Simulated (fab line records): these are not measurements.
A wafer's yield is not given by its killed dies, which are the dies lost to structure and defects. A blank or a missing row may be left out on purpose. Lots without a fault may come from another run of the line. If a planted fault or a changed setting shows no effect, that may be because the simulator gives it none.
What tool caused it?    flow gf180mcu    13 lots with 38 wafers sampled at 4 steps, on a route of 602 steps

## WHAT EACH GAUGE READ, for each wafer
GF_TOP_METAL_CD_MEAS_14: the cd target is 440 nm. Usual: 440.4 nm for cdNm, sd 2.
lot   measured      on        cdNm (nm)          flag
L549  day 27 23:33  cdSem-02  441.7 438.9 439.9  
L550  day 28 11:22  cdSem-01  440.9 441.6 438.8  
L551  day 28 15:33  cdSem-02  440.1 440.3 439.7  
L552  day 29 00:49  cdSem-01  441.9 443.0 441.2  
L553  day 29 16:59  cdSem-01  438.3 441.0 439.3  
L554  day 29 23:34  cdSem-01  439.4 441.5 438.7  
L555  day 30 12:52  cdSem-01  438.0 441.9 442.3  
L556  day 30 14:31  cdSem-01  442.7 444.2 443.8  
L563  day 32 09:49  cdSem-02  442.2 443.9        
L568  day 33 13:19  cdSem-01  439.3 438.3 439.0  
L570  day 33 20:16  cdSem-02  440.5 440.0 438.3  
L571  day 34 00:31  cdSem-02  441.8 442.0 442.2  
L572  day 34 04:27  cdSem-01  441.7 441.2 443.0  

## EACH LOT AND THE TOOL THAT RAN IT (in order: tool; ch and the chambers of the sampled wafers; start)
lot   GF_VT_IMPLANT_EXPOSE_15             GF_V5_SPUTTER_21             GF_TOP_METAL_SPUTTER_04
L549  ilineStepper-01 ch 0, day 5 19:31   pvdSputter-04, day 27 02:48  pvdSputter-02, day 27 03:41
L550  ilineStepper-02 ch 0, day 6 05:55   pvdSputter-04, day 27 14:44  pvdSputter-02, day 27 15:38
L551  ilineStepper-01 ch 0, day 6 08:56   pvdSputter-04, day 27 19:49  pvdSputter-02, day 27 20:43
L552  ilineStepper-02 ch 0, day 6 15:17   pvdSputter-04, day 28 04:45  pvdSputter-03, day 28 05:38
L553  ilineStepper-02 ch 0, day 7 05:41   pvdSputter-04, day 28 21:11  pvdSputter-03, day 28 22:16
L554  ilineStepper-02 ch 0, day 7 08:52   pvdSputter-01, day 29 04:00  pvdSputter-02, day 29 04:53
L555  ilineStepper-02 ch 0, day 7 17:22   pvdSputter-01, day 29 17:26  pvdSputter-04, day 29 18:20
L556  ilineStepper-02 ch 0, day 8 00:55   pvdSputter-04, day 29 19:40  pvdSputter-02, day 29 20:40
L563  ilineStepper-02 ch 0, day 9 19:10   pvdSputter-01, day 31 17:24  pvdSputter-03, day 31 18:17
L568  ilineStepper-01 ch 0, day 11 00:16  pvdSputter-01, day 32 20:55  pvdSputter-03, day 32 21:49
L570  ilineStepper-01 ch 0, day 11 10:46  pvdSputter-04, day 33 03:50  pvdSputter-03, day 33 04:43
L571  ilineStepper-01 ch 0, day 11 17:15  pvdSputter-04, day 33 08:44  pvdSputter-04, day 33 09:37
L572  ilineStepper-01 ch 0, day 11 23:52  pvdSputter-02, day 33 12:19  pvdSputter-04, day 33 13:12
- GF_VT_IMPLANT_EXPOSE_15: exposes mask Nwell LV AREA, target cd 860 nm.
- GF_V5_SPUTTER_21: material Ti, target thk 15 nm, time 80.02 s.
- GF_TOP_METAL_SPUTTER_04: material TiN, target thk 25 nm, time 20.8 s.

## WHAT THE TOOLS THEMSELVES READ (means of the sampled wafers that have a number; where no wafer has one, the mark that the record gives instead)
GF_V5_SPUTTER_21. Usual: 30.3 % for throttleValvePct, sd 0.86.
lot   tool           throttleValvePct (%)  flag
L549  pvdSputter-04  30.4                  
L550  pvdSputter-04  30.0                  
L551  pvdSputter-04  30.8                  
L552  pvdSputter-04  31.0                  
L553  pvdSputter-04  30.0                  
L554  pvdSputter-01  30.7                  
L555  pvdSputter-01  30.3                  
L556  pvdSputter-04  30.1                  
L563  pvdSputter-01  31.0                  
L568  pvdSputter-01  30.1                  
L570  pvdSputter-04  30.1                  
L571  pvdSputter-04  30.8                  
L572  pvdSputter-02  29.3                  

GF_TOP_METAL_SPUTTER_04. Usual: 30.0 % for throttleValvePct, sd 0.85.
lot   tool           throttleValvePct (%)  flag
L549  pvdSputter-02  30.3                  
L550  pvdSputter-02  30.6                  
L551  pvdSputter-02  29.9                  
L552  pvdSputter-03  30.3                  
L553  pvdSputter-03  29.9                  
L554  pvdSputter-02  29.8                  
L555  pvdSputter-04  30.8                  
L556  pvdSputter-02  30.1                  
L563  pvdSputter-03  30.3                  
L568  pvdSputter-03  30.6                  
L570  pvdSputter-03  30.0                  
L571  pvdSputter-04  30.2                  
L572  pvdSputter-04  30.7                  

## THE ANSWER, worked out from the rows above alone
Rule: lot off if the mean of its wafers having a number is beyond 3 standard deviations from the usual mean. A lot without any number at a reading at which 4 lots or more have one is off too. The other lots that the step has rows for count as sound. Order of review: gauges by route order, followed by the tools' own readings, for which a lot's mean as printed above is used. At the first step where some lot is off, the reading lying furthest off is the one used; lots without a number count as furthest.
Nothing can be told from this: no lot is off at any reading shown.

## WHAT THE SIMULATOR HAD INSERTED
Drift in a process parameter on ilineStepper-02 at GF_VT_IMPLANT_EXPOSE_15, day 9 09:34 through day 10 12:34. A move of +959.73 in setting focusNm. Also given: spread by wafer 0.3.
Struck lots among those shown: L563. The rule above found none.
